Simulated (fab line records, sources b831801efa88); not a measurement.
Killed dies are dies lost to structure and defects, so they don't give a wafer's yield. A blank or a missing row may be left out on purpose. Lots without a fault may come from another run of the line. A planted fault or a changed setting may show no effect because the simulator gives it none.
Which tool did it? | flow gf180mcu | 6 lots, 18 wafers sampled, at 1 step of a route of 602

WHAT THE GAUGES READ, wafer by wafer
GF_STI_THK_MEAS_22.
lot  | measured    | on            | STI_OXIDATION_01_THK (nm)
L625 | day 2 09:44 | film_metro-03 | 14.3 14.4 14.6
L627 | day 2 22:11 | film_metro-03 | 15.1 14.9 14.9
L636 | day 4 17:17 | film_metro-02 | 15.3 15.1 15.0
L638 | day 5 02:43 | film_metro-01 | 14.7 14.9 14.5
L640 | day 5 14:13 | film_metro-01 | 15.2 15.2 15.1
L644 | day 6 10:28 | film_metro-02 | 15.3 15.3 15.3

WHICH TOOL RAN EACH LOT (tool, then ch and the chambers of the sampled wafers, then the start)
The record holds no process step before these readings.

THE ANSWER, worked out from the rows above alone
Rule: what is usual is taken from the lots themselves. Put in order of their means at a reading, lots are off if they are a third of the lots or fewer, leave a main group of 4 or more, and stand apart from it by a gap of 3 or more times the standard deviation of the main group's means; of several such gaps the widest counts. A main group whose means are all the same, to the digits that the tables above print for the reading, isn't used. A lot without any number at a reading at which 4 lots or more have one is off too. The other lots that the step has rows for count as sound.
No lot is off at any reading shown: from this, nothing can be told.

WHAT THE SIMULATOR HAD PUT IN
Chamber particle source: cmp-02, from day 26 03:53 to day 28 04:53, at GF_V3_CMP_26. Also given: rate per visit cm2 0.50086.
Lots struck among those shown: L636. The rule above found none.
